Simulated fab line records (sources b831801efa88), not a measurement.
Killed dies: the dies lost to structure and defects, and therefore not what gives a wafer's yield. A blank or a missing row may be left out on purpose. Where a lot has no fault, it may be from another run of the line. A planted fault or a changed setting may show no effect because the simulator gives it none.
A struck lot beside a sound one | flow sky130 | 15 out of 708 route steps
Sound: wafers L790.2, L790.3, L790.6. Struck: wafers L802.4, L802.5, L802.6. At the end, the cause is stated.
Per side, at each step with rows, come the tool, then ch with its chambers, and then its first start. Under that, the readings that differ: sound wafers | struck wafers | difference of the means | sigmas: that difference in standard deviations of wafers without a fault.
alike: readings whose means differ by less than 2 such deviations, and words and numbers that are the same on both sides. not compared: withheld readings, readings that some wafer has no value for, bounds like >300 that may hide the same value, and numbers for which the record gives no deviation and whose values overlap.
The two part at a step that has a row with sigmas, a row that says differs or no value, or rows on one side only. When numbers do not overlap yet have no deviation, they are printed without sigmas and do not part them. Lack of a reading on every wafer of one side parts them only where that side has two or more wafers.

SKY_METAL5_SPUTTER_03: material Ti, target thk 5 nm, time 3.3 s.
  struck on pvd_sputter-02, day 46 22:33; sound on pvd_sputter-01, day 43 20:02
  reading                | sound          | struck         | difference | sigmas
  throttle_valve_pct (%) | 28.6 29.2 29.9 | 31.9 31.3 30.6 | +2.0       | +2
SKY_METAL5_SPUTTER_04: material TiN, target thk 70 nm, time 58.3 s.
  struck on pvd_sputter-02, day 46 22:34; sound on pvd_sputter-01, day 43 20:04
  reading                | sound          | struck         | difference | sigmas
  throttle_valve_pct (%) | 28.9 29.1 29.8 | 31.9 31.4 31.0 | +2.2       | +3
SKY_METAL5_RS_MEAS_05: measures by four-point-probe.
  struck on film_metro-03, day 46 22:41; sound on film_metro-04, day 43 20:08
  alike: METAL5_ALCU_RS
SKY_METAL5_THK_MEAS_06: measures by xrf.
  struck on film_metro-03, day 46 22:46; sound on film_metro-04, day 43 20:14
  alike: METAL5_ALCU_THK
then, 7 steps without rows for these wafers: SKY_METAL5_DEHYDRATE_07 (time 60 s); SKY_METAL5_HMDS_08 (prime time 60 s); SKY_METAL5_COAT_09 (resist thk 1800 nm); SKY_METAL5_SOFTBAKE_10 (time 60 s); SKY_METAL5_EXPOSE_11 (exposes mask MM5, target cd 1600 nm); SKY_METAL5_PEB_12; SKY_METAL5_DEVELOP_13 (develop time 60 s).
SKY_METAL5_DESCUM_14: chemistry O2, time 11 s.
  sound on rie_metal-01 ch 0,1, day 44 17:21; struck on rie_metal-01 ch 0,1, day 47 18:10
  alike: drypump_motor_current_A, oes_product_au, temp_c
  not compared: rf_hours_counter_h
SKY_METAL5_METAL_ETCH_15: etches the open film in Cl2/BCl3, stops on SiO2, target depth 1260 nm, time 252 s.
  sound on rie_metal-01 ch 0,1, day 44 17:23; struck on rie_metal-01 ch 0,1, day 47 18:18
  reading        | sound       | struck               | difference | sigmas
  over_etch_frac | 0.2 0.2 0.2 | 0.1874 0.1874 0.1874 | -0.0126    |
  alike: drypump_motor_current_A, oes_product_au, throttle_valve_pct
  not compared: rf_hours_counter_h
SKY_METAL5_STRIP_16: strips in O2/N2.
  sound on plasma_asher-01 ch 0,1, day 44 17:37; struck on plasma_asher-03 ch 0,1, day 47 18:32
  reading                      | sound             | struck            | difference | sigmas
  strip_time_to_endpoint_s (s) | 13.16 12.91 12.99 | 13.29 13.41 13.28 | +0.31      | +2
  alike: drypump_motor_current_A, oes_product_au
  not compared: rf_hours_counter_h
SKY_PAD_OPEN_PROBE_99:
  the record holds rows for the sound wafers here (prober-02, day 46 18:25) but none for the struck ones

WHERE THEY PART
First at SKY_METAL5_SPUTTER_03; last, within this record, at SKY_PAD_OPEN_PROBE_99.

WHY: what the simulator had put in
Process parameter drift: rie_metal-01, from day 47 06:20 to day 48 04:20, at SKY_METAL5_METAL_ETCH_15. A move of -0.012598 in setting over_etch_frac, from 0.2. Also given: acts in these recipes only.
